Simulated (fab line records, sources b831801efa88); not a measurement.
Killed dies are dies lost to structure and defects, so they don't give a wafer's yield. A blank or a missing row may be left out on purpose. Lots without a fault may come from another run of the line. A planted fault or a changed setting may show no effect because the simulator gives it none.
Problem report in the 8D (eight disciplines) form, filled by code | flow sfq_line | the parts of the form that need people (team, actions taken, sign-off) are left out

1. THE PROBLEM
L0V_OVL at SFQ_L0V_OVL_MEAS_903 reads a mean of 79 nm on 9 wafers of 3 lots; wafers without a fault read -2 nm with a standard deviation of 4.3. That is +19 standard deviations from the usual mean.
First seen on wafer L642.1, day 9 02:34, on overlay-01. The record holds 45 wafers of 15 lots with a number at this step. Rule for "out", or "out of limits": more than 4 standard deviations from the usual mean. The other wafers with a number count as sound.

2. WHAT IT IS AND WHAT IT IS NOT
question                    | is                     | is not
which readings at this step | L0V_OVL                | -
which lots                  | L642, L643, L644       | L638, L639, L640, L641, L645, L647, L650, L652, L656, L657, L658, L659
which wafers of those lots  | all that have a number | -
read on which gauges        | overlay-01, overlay-02 | -
when                        | from day 9 02:34       | up to then (12 sound wafers); but 24 sound wafers of L645, L647, L650, L652, L656, L657, L658, L659 came after

3. SUSPECTS, AND WHAT RULES EACH OUT
Counting: a tool at a process step up to the reading stays a suspect if it ran every lot that is out and no sound lot after the first of them.
- the gauge at SFQ_L0V_OVL_MEAS_903: ruled out. The wafers that are out were read on 2 gauges (overlay-01, overlay-02).
- krf_scanner-01 at SFQ_TRILAYER_L0_VIA_LITHO_EXPOSE_014 (exposes mask L0V, target cd 700 nm): kept. It ran every lot that is out, first L642 (day 9 01:04), and no sound lot after that; its last sound lot up to then is L641 (day 8 18:16).
Left after counting: krf_scanner-01 at SFQ_TRILAYER_L0_VIA_LITHO_EXPOSE_014.

4. THE CAUSE (what the simulator had put in)
Scanner matching overlay: krf_scanner-01, from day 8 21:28 on, at SFQ_TRILAYER_L0_VIA_LITHO_EXPOSE_014. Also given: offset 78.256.
Counting left only this tool.

5. THE CHAIN OF EFFECTS, in route order
Each row: a reading whose mean over the struck wafers that have a number lies more than 3 standard deviations from the usual. Only readings for which the record gives a usual standard deviation are gone through. hours: the time from each lot's start at the first step in this table that gives one to its start at this step, as a median over the lots. sigmas: the change in usual standard deviations.
hours | step                 | reading | usual | on struck wafers | change | sigmas
0     | SFQ_L0V_OVL_MEAS_903 | L0V_OVL | -2 nm | 79               | +81    | +19

6. WHAT WOULD HAVE CAUGHT IT SOONER
In this record the first reading out of limits at a measuring or inspecting step was taken at day 9 02:34, 5 hours after the fault began at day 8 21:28.
Of the lots that are out (3), L643, L644 began SFQ_TRILAYER_L0_VIA_LITHO_EXPOSE_014 on krf_scanner-01 after day 9 02:34. A hold on the tool at that time would have spared those 2.
